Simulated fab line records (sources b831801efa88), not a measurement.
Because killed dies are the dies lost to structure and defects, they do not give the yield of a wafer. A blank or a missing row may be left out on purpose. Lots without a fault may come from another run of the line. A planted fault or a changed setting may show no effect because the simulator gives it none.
Matching of chambers	flow gf180mcu	GF_V2_CVD_02 on pecvd-02: 3 sister chambers
The step deposits SiO2 from TEOS, target thk 850 nm, time 94.851 s. 6 wafers are shown with their chamber, then 11 later ones without.

WAFERS WITH THEIR CHAMBER
wafer	chamber	heater-power-w (W)
L080.3	1	753
L083.1	2	595
L087.1	2	702
L087.3	1	766
L087.5	0	633
L090.1	0	646

WAFERS WITHOUT THEIR CHAMBER
wafer	heater-power-w (W)
L090.2	777
L090.3	547
L090.4	619
L090.5	762
L090.6	519
L092.1	618
L092.2	618
L092.5	705
L095.1	711
L095.3	566
L095.5	624

THE CHAMBER EACH PASSED THROUGH
wafer	from the rows above	in truth
L090.2	1	1
L090.3	can't be placed: 0 or 2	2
L090.4	can't be placed: 0 or 2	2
L090.5	1	1
L090.6	can't be placed: 0 or 2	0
L092.1	can't be placed: 0 or 2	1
L092.2	can't be placed: 0 or 2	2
L092.5	can't be placed: 1 or 2 or 0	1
L095.1	can't be placed: 1 or 2 or 0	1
L095.3	can't be placed: 0 or 2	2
L095.5	can't be placed: 0 or 2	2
Correct placement for 2 of the 11. Can't be placed from these rows: 9 (the true chamber is among the candidates in 8). Placed wrongly: 0.
How it was worked out, from the rows above alone: a wafer's distance from a chamber is the root of the sum, over the readings, of the square of ((its reading less the chamber's mean) divided by the reading's scatter). The wafer belongs to the nearest chamber; if the next one is less than 2 further off, it can't be placed. Each chamber's mean is taken over the wafers shown for it. The scatter is the square root of a quotient: the sum, over the shown wafers, of each reading's squared deviation from its chamber's mean, divided by wafers minus chambers.
